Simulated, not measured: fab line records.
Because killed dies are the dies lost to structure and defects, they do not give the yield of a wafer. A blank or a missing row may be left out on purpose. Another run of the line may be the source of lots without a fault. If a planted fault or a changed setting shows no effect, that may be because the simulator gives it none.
2 desks, one fault	flow sky130	only its own numbers are on each desk; what lay behind them is given at the end

## FROM THE METROLOGY DESK
Means of the sampled wafers that have a number, per lot and without regard to the tool the lot ran on: this is what the gauges read. Marked OUT: a lot whose mean sits more than 4 standard deviations from the usual mean, which makes it out of limits; the brackets give that distance.
Columns: A = METAL5_ALCU_THK at SKY_METAL5_THK_MEAS_06, usual 1132 nm; B = PASSIVATION_CVD_02_THK at SKY_PASSIVATION_THK_MEAS_03, usual 541 nm
lot	first seen here	A	B
L241	day 43 19:13	1125	539
L244	day 44 00:58	1137	537
L242	day 44 02:04	1139	543
L248	day 44 22:53	1152	534
L250	day 45 05:17	1127	546
L251	day 45 13:08	1158	544
L256	day 46 13:36	1115	552
L258	day 47 09:08	1129	547
L259	day 48 01:37	1163	543
L262	day 48 05:01	1130	543
L263	day 48 07:26	1131	544
L264	day 48 16:15	1125	542
This desk's verdict: no lot among the 12 shows anything out of limits.

## AT THE TOOL OWNER'S DESK: rie-diel-04
The tool's own readings at SKY_FIELD_ISO_ETCH_14 (etches BARC in N2/H2, stops on SiO2, time 45.9 s, target depth 60 nm): means of the sampled wafers that have a number, for each lot that ran on this tool. Marked OUT: a lot whose mean sits more than 4 standard deviations from the usual mean, which makes it out of limits; the brackets give that distance.
Columns: A = drypump-motor-current-A at SKY_FIELD_ISO_ETCH_14, usual 5.83 A; B = oes-product-au at SKY_FIELD_ISO_ETCH_14, usual 0.855 a.u.; C = throttle-valve-pct at SKY_FIELD_ISO_ETCH_14, usual 13.224 %
lot	first seen here	A	B	C
L242	day 2 10:34	5.99	0.855	13.226
L244	day 2 21:01	5.70	0.851	13.218
L248	day 3 19:04	5.77	0.852	13.224
L250	day 4 03:40	6.30	0.855	13.221
L264	day 7 05:01	5.77	0.851	13.226
This desk's verdict: no lot among the 5 shows anything out of limits.

## TAKEN TOGETHER
Metrology desk: nothing out of limits seen.
The tool owner's desk saw nothing out of limits.

## WHAT HAD BEEN PUT IN BY THE SIMULATOR
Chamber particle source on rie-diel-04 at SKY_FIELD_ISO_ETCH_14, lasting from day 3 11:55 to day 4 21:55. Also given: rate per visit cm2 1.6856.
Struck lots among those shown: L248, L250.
